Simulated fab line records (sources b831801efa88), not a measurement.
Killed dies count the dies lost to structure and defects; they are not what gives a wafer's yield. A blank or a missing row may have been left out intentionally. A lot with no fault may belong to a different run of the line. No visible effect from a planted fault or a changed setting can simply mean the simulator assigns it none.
Split-lot experiment -- flow gf180mcu -- 23 wafers read across 5 lots, on a route 602 steps long

## ABOUT THE SPLIT
At GF_M3_PEB_12 (peb time 90 s), the setting peb-temp-c was moved away from the recipe's 135 C on 9 of the 23 wafers read, by -2.9% to +1.7%. This setting was run at the recipe's value on the other wafers.

## THE PATH FROM SPLIT TO READING: the file shows 1 step between them
- GF_M3_DEVELOP_13: develop time 60 s

## THE READING
cd-nm (nm) at GF_M3_CD_MEAS_14, where the cd target is 280 nm. On this fab line, fault-free wafers typically give 280.0 nm with a standard deviation of 1.2 nm.

wafer,"tool, chamber at the split","peb-temp-c as run, C",against the recipe,"cd-nm, nm",against lot-mates on the recipe
L074.1,"litho-track-03, 0",135,recipe,279.8,-
L074.2,"litho-track-03, 0",137.3,+1.7%,275.1,-4.9
L074.3,"litho-track-03, 0",135,recipe,280.2,-
L074.5,"litho-track-03, 0",137.3,+1.7%,274.5,-5.5
L074.6,"litho-track-03, 0",137.3,+1.7%,275.0,-5.0
L075.1,"litho-track-02, 0",135,recipe,280.5,-
L075.2,"litho-track-02, 0",135,recipe,280.8,-
L075.3,"litho-track-02, 0",135,recipe,279.2,-
L075.5,"litho-track-02, 0",135,recipe,280.5,-
L075.6,"litho-track-02, 0",135,recipe,281.6,-
L076.1,"litho-track-04, 0",135,recipe,279.1,-
L076.3,"litho-track-04, 0",132.9,-1.6%,286.1,+6.5
L076.4,"litho-track-04, 0",132.9,-1.6%,285.4,+5.8
L076.5,"litho-track-04, 0",135,recipe,280.2,-
L076.6,"litho-track-04, 0",132.9,-1.6%,287.0,+7.4
L081.1,"litho-track-02, 0",135,recipe,279.2,-
L081.2,"litho-track-02, 0",131.1,-2.9%,291.8,+12.4
L081.3,"litho-track-02, 0",135,recipe,279.5,-
L081.4,"litho-track-02, 0",131.1,-2.9%,292.9,+13.5
L081.6,"litho-track-02, 0",131.1,-2.9%,292.4,+13.0
L084.1,"litho-track-04, 0",135,recipe,281.8,-
L084.3,"litho-track-04, 0",135,recipe,280.5,-
L084.4,"litho-track-04, 0",135,recipe,281.8,-

FIT RESULTS
A straight line over all 23 wafers: cd-nm changes by -3.84 nm for each +1% of peb-temp-c; r = -0.98; the points scatter about the line by 0.93 nm.
The same after taking each lot's own level away (the mean of its wafers on the recipe; 23 wafers): -4.05 nm for each +1%; r = -0.99; scatter 0.91 nm.
The reading moves by 12 nm for the largest change in peb-temp-c, on that fit.
Measured against the standard deviation above, the lots' own levels, which go from 279.35 to 281.37 nm, span 1.7 times it.
The two slopes agree, so the slope changes little with the lot-to-lot level.
Check: +12 nm against its lot-mates is what the line predicts for one of the wafers moved furthest among these (-2.9%) when that wafer is left out of the fit. Against them it came out at +12.4 nm.

## ADDITIONAL SPLITS CARRIED BY THESE WAFERS
These wafers also went through other splits before the reading. Each is held against what the fit with the lots' levels taken away leaves over:
other split on the same wafers,wafers away from the commonest value,r with cd-nm (lot level and that fit taken away)
GF_M2_COAT_09 resist-thk-nm,10,-0.02
GF_M2_PEB_12 peb-temp-c,5,-0.21
GF_V2_CVD_00 sih4-flow-sccm,9,-0.20
GF_V2_COAT_09 resist-thk-nm,6,-0.12
GF_V2_SPUTTER_22 chamber-pressure-pa,15,+0.42

## FILE'S OWN FIT
cd-nm changes by -4.14 nm for each +1% of peb-temp-c, r = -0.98.
